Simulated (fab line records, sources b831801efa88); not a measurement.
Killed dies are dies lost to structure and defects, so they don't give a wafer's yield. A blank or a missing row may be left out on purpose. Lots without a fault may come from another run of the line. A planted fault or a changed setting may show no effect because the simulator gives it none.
Problem report in the 8D (eight disciplines) form, filled by code | flow gf180mcu | the parts of the form that need people (team, actions taken, sign-off) are left out

1. THE PROBLEM
head_pressure_psi at GF_CONTACT_CMP_27 reads a mean of 2.864 psi on 9 wafers of 3 lots; wafers without a fault read 3.500 psi with a standard deviation of 0.0075. That is -85 standard deviations from the usual mean.
The step: polishes, stops on SiO2, t overpolish 15 s, target thk 0 nm.
First seen on wafer L763.1, day 20 14:47, on cmp-01. The record holds 45 wafers of 15 lots with a number at this step. Rule for "out", or "out of limits": more than 4 standard deviations from the usual mean. The other wafers with a number count as sound.

2. WHAT IT IS AND WHAT IT IS NOT
question                    | is                                    | is not
which readings at this step | head_pressure_psi, time_to_endpoint_s | -
which lots                  | L763, L764, L766                      | L751, L752, L754, L755, L756, L757, L759, L767, L770, L772, L773, L774
which wafers of those lots  | all that have a number                | -
read on which tools         | cmp-01                                | cmp-02
when                        | from day 20 14:47                     | up to then (21 sound wafers); but 15 sound wafers of L767, L770, L772, L773, L774 came after

3. SUSPECTS, AND WHAT RULES EACH OUT
Counting: a tool at a process step up to the reading stays a suspect if it ran every lot that is out and no sound lot after the first of them.
- cmp-01 at GF_CONTACT_CMP_27 (polishes, stops on SiO2, t overpolish 15 s, target thk 0 nm): ruled out as a lasting fault. Sound lots L773 ran on it after its first lot that is out, L763 (day 20 14:47).
Left after counting: nothing in the record.

4. THE CAUSE (what the simulator had put in)
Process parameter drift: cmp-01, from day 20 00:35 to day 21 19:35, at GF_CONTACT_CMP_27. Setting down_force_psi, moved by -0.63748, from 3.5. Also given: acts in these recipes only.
Counting ruled it out, wrongly.

5. THE CHAIN OF EFFECTS, in route order
Each row: a reading whose mean over the struck wafers that have a number lies more than 3 standard deviations from the usual. Only readings for which the record gives a usual standard deviation are gone through. hours: the time from each lot's start at the first step in this table that gives one to its start at this step, as a median over the lots. sigmas: the change in usual standard deviations.
hours | step              | reading            | usual     | on struck wafers | change | sigmas
0     | GF_CONTACT_CMP_27 | head_pressure_psi  | 3.500 psi | 2.864            | -0.636 | -85
0     | GF_CONTACT_CMP_27 | time_to_endpoint_s | 72.8 s    | 89.4             | +16.6  | +5.5
The process steps in it:
- GF_CONTACT_CMP_27: polishes, stops on SiO2, t overpolish 15 s, target thk 0 nm.

6. WHAT WOULD HAVE CAUGHT IT SOONER
In this record the first reading out of limits was taken at day 20 14:47, 14 hours after the fault began at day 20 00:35.
